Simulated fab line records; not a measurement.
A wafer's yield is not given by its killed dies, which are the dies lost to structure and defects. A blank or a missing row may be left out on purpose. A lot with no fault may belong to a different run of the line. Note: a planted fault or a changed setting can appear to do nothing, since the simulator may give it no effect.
Code-filled problem report in 8D (eight disciplines) form ; flow sky130 ; the parts of the form that need people (team, actions taken, sign-off) are left out

## 1. WHAT IS WRONG
Wafers without a fault read 15, standard deviation 4.5; killedAtFrontEnd at SKY_PAD_OPEN_PROBE_99 reads a mean of 406 on 3 wafers belonging to 2 lots. That puts it +87 standard deviations away from the usual mean.
First observed at day 49 14:29: wafer L519.2, on prober-01. At this step, 20 wafers from 7 lots have a number in the record. The rule behind "out" and "out of limits": a value lying over 4 standard deviations away from the usual mean. Any other wafer with a number is counted as sound.

## 2. WHAT IT IS, AND WHAT IT ISN'T
question;is;is not
which readings at this step;killedAtFrontEnd, killedDies, killedOnRim;killed_at_M0_to_M3, killed_at_M4_up, killedAtContacts, killedAtOther
which lots;L519, L522;L506, L508, L513, L523, L524
which wafers of those lots;L519.2, L519.4, L522.4;L522.1, L522.5
read on which tools;prober-01, prober-02;-
when;from day 49 14:29;"up to then (9 sound wafers); but 8 sound wafers of L522, L523, L524 came after"

## 3. SUSPECTS, AND WHAT RULES EACH OUT
Counting: if a tool at a process step up to the reading ran every lot that is out, it stays a suspect. Sound lots after the first of them don't rule it out here, since some wafers of a struck lot are sound.
- plasmaAsher-02 at SKY_NWELL_STRIP_14 (strips in O2/N2): kept. It ran every lot that is out, first L519 (day 7 21:06); its last sound lot up to then is L506 (day 4 19:39).
- lithoTrack-01 at SKY_NWELL_DEVELOP_22 (develop time 60 s): kept. It ran every lot that is out, first L519 (day 8 17:00); its last sound lot up to then is L513 (day 7 11:00).
After counting, plasmaAsher-02 at SKY_NWELL_STRIP_14 and lithoTrack-01 at SKY_NWELL_DEVELOP_22 remain.

## 4. THE CAUSE (what the simulator had put in)
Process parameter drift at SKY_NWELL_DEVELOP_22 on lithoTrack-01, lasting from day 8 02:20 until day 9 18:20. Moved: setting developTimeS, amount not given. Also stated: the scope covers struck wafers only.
Counting left 2 suspects, and this tool is among them.

## 5. SEQUENCE OF EFFECTS, ordered by route
Each row: a reading whose mean over the struck wafers that have a number lies more than 3 standard deviations from the usual. Only readings for which the record gives a usual standard deviation are gone through. hours: the time from each lot's start at the first step in this table that gives one to its start at this step, as a median over the lots. sigmas: the change in usual standard deviations.
hours;step;reading;usual;on struck wafers;change;sigmas
0;SKY_PAD_OPEN_PROBE_99;killedAtFrontEnd;15;406;+391;+87
0;SKY_PAD_OPEN_PROBE_99;killedDies;87;492;+405;+47
0;SKY_PAD_OPEN_PROBE_99;killedOnRim;17;96;+79;+23
Process steps it contains:
- SKY_PAD_OPEN_PROBE_99
Readings that are blank on the struck wafers while sound wafers have them: NWELL_01_OVL at SKY_NWELL_OVL_MEAS_23.

## 6. WHAT WOULD HAVE CAUGHT IT SOONER
In this record the first reading out of limits was taken at day 49 14:29, 996 hours after the fault began at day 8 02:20.
Between SKY_NWELL_DEVELOP_22 and SKY_PAD_OPEN_PROBE_99, SKY_NWELL_OVL_MEAS_23 gave no NWELL_01_OVL on the struck wafers, where sound wafers have one: a measuring or inspecting step that comes back empty is itself a sign.
Lots out: 2; all had begun SKY_NWELL_DEVELOP_22 on lithoTrack-01 by day 49 14:29. Tool hold at that time: it would have spared none of them.
